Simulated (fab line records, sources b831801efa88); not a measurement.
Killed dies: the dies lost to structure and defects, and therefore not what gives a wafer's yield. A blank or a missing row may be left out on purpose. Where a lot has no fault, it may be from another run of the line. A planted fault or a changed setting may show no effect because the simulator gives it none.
The tool behind it: which one? | flow gf180mcu | 30 wafers from 10 lots sampled at 5 of the route's 602 steps

## WHAT EACH GAUGE READ, for each wafer
GF_V5_RS_MEAS_24: measures by four-point-probe. Usual: for V5_W_RS the level is 0.329 ohm/sq and the standard deviation is 0.0039.
lot  | measured     | on            | V5_W_RS (ohm/sq)  | flag
L135 | day 27 21:11 | film-metro-04 | 0.326 0.326 0.324 |
L136 | day 28 06:29 | film-metro-02 | 0.325 0.325 0.322 |
L137 | day 28 13:45 | film-metro-02 | 0.334 0.334 0.336 |
L145 | day 30 23:10 | film-metro-03 | 0.325 0.327 0.330 |
L146 | day 31 08:29 | film-metro-03 | 0.325 0.425 0.325 | OFF
L148 | day 31 19:00 | film-metro-04 | 0.427 0.428 0.325 | OFF
L150 | day 32 03:53 | film-metro-02 | 0.329 0.329 0.330 |
L151 | day 32 17:31 | film-metro-02 | 0.328 0.336 0.331 |
L154 | day 33 14:56 | film-metro-02 | 0.329 0.329 0.331 |
L155 | day 33 15:55 | film-metro-02 | 0.332 0.329 0.328 |

GF_V5_THK_MEAS_25: measures by xrf. Usual: for V5_W_THK the level is 357 nm and the standard deviation is 6.9.
lot  | measured     | on            | V5_W_THK (nm) | flag
L135 | day 27 21:18 | film-metro-04 | 353 356 356   |
L136 | day 28 06:36 | film-metro-02 | 356 358 360   |
L137 | day 28 13:52 | film-metro-02 | 346 349 344   |
L145 | day 30 23:17 | film-metro-03 | 369 365 362   |
L146 | day 31 08:35 | film-metro-03 | 368 281 369   |
L148 | day 31 19:07 | film-metro-04 | 274 274 363   | OFF
L150 | day 32 04:00 | film-metro-02 | 354 355 354   |
L151 | day 32 17:37 | film-metro-02 | 355 349 351   |
L154 | day 33 15:02 | film-metro-02 | 357 352 353   |
L155 | day 33 16:02 | film-metro-02 | 351 355 355   |

## WHICH TOOL RAN EACH LOT (tool, then ch and the chambers of the sampled wafers, then the start)
lot  | GF_MIM_CVD_05                   | GF_V5_ETCH_16                      | GF_V5_CVD_23
L135 | pecvd-04 ch 0,1,2, day 25 03:55 | rie-diel-01 ch 1,2, day 27 20:16   | cvd-w-01 ch 0,1, day 27 21:04
L136 | pecvd-04 ch 1,2, day 25 14:58   | rie-diel-01 ch 1,2, day 28 05:34   | cvd-w-01 ch 0,1, day 28 06:21
L137 | pecvd-02 ch 0,1,2, day 25 23:13 | rie-diel-01 ch 0,2, day 28 12:50   | cvd-w-02 ch 0,1, day 28 13:37
L145 | pecvd-01 ch 0,1,2, day 28 13:07 | rie-diel-04 ch 0,2,3, day 30 22:13 | cvd-w-01 ch 0,1, day 30 23:02
L146 | pecvd-04 ch 0,1, day 28 22:32   | rie-diel-03 ch 0,1,2, day 31 07:32 | cvd-w-01 ch 0,1, day 31 08:22
L148 | pecvd-01 ch 0,1,2, day 29 11:02 | rie-diel-03 ch 2,3, day 31 18:05   | cvd-w-01 ch 0,1, day 31 18:52
L150 | pecvd-04 ch 0,2, day 29 20:09   | rie-diel-04 ch 1,2,3, day 32 02:58 | cvd-w-02 ch 0,1, day 32 03:46
L151 | pecvd-04 ch 0,1, day 30 10:41   | rie-diel-03 ch 0,1, day 32 16:34   | cvd-w-02 ch 0,1, day 32 17:24
L154 | pecvd-02 ch 0,1,2, day 31 10:14 | rie-diel-04 ch 1,2,3, day 33 13:40 | cvd-w-02 ch 0,1, day 33 14:48
L155 | pecvd-04 ch 1,2, day 31 11:55   | rie-diel-01 ch 1,2, day 33 14:56   | cvd-w-02 ch 0,1, day 33 15:49
- GF_MIM_CVD_05: deposits Si3N4, target thk 42 nm, time 29.086 s.
- GF_V5_ETCH_16: etches BARC in N2/H2.
- GF_V5_CVD_23: deposits W, target thk 350 nm, time 104.9 s.

## WHAT THE TOOLS THEMSELVES READ (means of the sampled wafers that have a number; where no wafer has one, the mark that the record gives instead)
GF_MIM_CVD_05. Usual: 618 W for heater-power-w, sd 80.
lot  | tool     | heater-power-w (W) | flag
L135 | pecvd-04 | 615                |
L136 | pecvd-04 | 621                |
L137 | pecvd-02 | 657                |
L145 | pecvd-01 | 577                |
L146 | pecvd-04 | 647                |
L148 | pecvd-01 | 569                |
L150 | pecvd-04 | 665                |
L151 | pecvd-04 | 630                |
L154 | pecvd-02 | 659                |
L155 | pecvd-04 | 640                |

GF_V5_ETCH_16. Usual: drypump-motor-current-A 5.7 A, standard deviation 0.42; h2-flow-sccm 200.1 sccm, standard deviation 0.55; oes-product-au 0.854 a.u., standard deviation 0.0049; throttle-valve-pct 13.223 %, standard deviation 0.0091.
lot  | tool        | drypump-motor-current-A (A) | h2-flow-sccm (sccm) | oes-product-au (a.u.) | throttle-valve-pct (%) | flag
L135 | rie-diel-01 | 5.7                         | 199.7               | 0.856                 | 13.221                 |
L136 | rie-diel-01 | 5.7                         | 200.2               | 0.855                 | 13.218                 |
L137 | rie-diel-01 | 5.8                         | 200.4               | 0.857                 | 13.221                 |
L145 | rie-diel-04 | 5.9                         | 200.7               | 0.855                 | 13.219                 |
L146 | rie-diel-03 | 5.3                         | 199.6               | 0.854                 | 13.215                 |
L148 | rie-diel-03 | 5.2                         | 199.6               | 0.859                 | 13.224                 |
L150 | rie-diel-04 | 6.0                         | 200.0               | 0.856                 | 13.224                 |
L151 | rie-diel-03 | 5.5                         | 200.4               | 0.851                 | 13.225                 |
L154 | rie-diel-04 | 5.9                         | 200.1               | 0.857                 | 13.218                 |
L155 | rie-diel-01 | 6.0                         | 199.9               | 0.849                 | 13.221                 |

GF_V5_CVD_23. Usual: chamber-pressure-Torr 40.00 Torr, standard deviation 0.088; heater-power-w 839 W, standard deviation 70.
lot  | tool     | chamber-pressure-Torr (Torr) | heater-power-w (W) | flag
L135 | cvd-w-01 | 39.98                        | 759                |
L136 | cvd-w-01 | 39.99                        | 766                |
L137 | cvd-w-02 | 40.06                        | 901                |
L145 | cvd-w-01 | 40.02                        | 770                |
L146 | cvd-w-01 | 34.47                        | 809                | OFF
L148 | cvd-w-01 | 29.04                        | 774                | OFF
L150 | cvd-w-02 | 40.02                        | 894                |
L151 | cvd-w-02 | 40.09                        | 902                |
L154 | cvd-w-02 | 40.04                        | 901                |
L155 | cvd-w-02 | 40.05                        | 901                |

## THE ANSWER, worked out from the rows above alone
Rule: lot off if the mean of its wafers having a number is beyond 3 standard deviations from the usual mean. Also off: a lot with no number at a reading for which 4 or more lots have one. Where the step has rows for the other lots, those lots are counted as sound. After the gauges, taken in route order, come the tools' own readings; for these a lot's mean is taken, as printed above. At the first step where some lot is off, the reading lying furthest off is the one used; lots without a number count as furthest.
Off: at GF_V5_RS_MEAS_24 (V5_W_RS), L146, L148.
A tool fits if, at a process step before that reading, it ran every lot that is off, and no sound lot after the first of them. Not tried: the gauges at GF_V5_RS_MEAS_24; whatever is off there is also off at GF_V5_CVD_23, on other tools, and gauge error can't account for it. One fits: cvd-w-01 at GF_V5_CVD_23. Its last sound lot is L145 (day 30 23:02), its first lot that is off L146 (day 31 08:22): a fault that began between those two fits.
The tool's own readings at GF_V5_CVD_23 bear it out: on the lots that are off they differ by more than 5 times the standard deviation of the sound lots' means. chamber-pressure-Torr reads 31.75 Torr there against 40.03 Torr on the sound lots.

## WHAT THE SIMULATOR PUT IN
cvd-w-01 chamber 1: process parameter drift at GF_V5_CVD_23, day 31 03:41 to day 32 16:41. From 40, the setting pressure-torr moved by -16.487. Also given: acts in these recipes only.
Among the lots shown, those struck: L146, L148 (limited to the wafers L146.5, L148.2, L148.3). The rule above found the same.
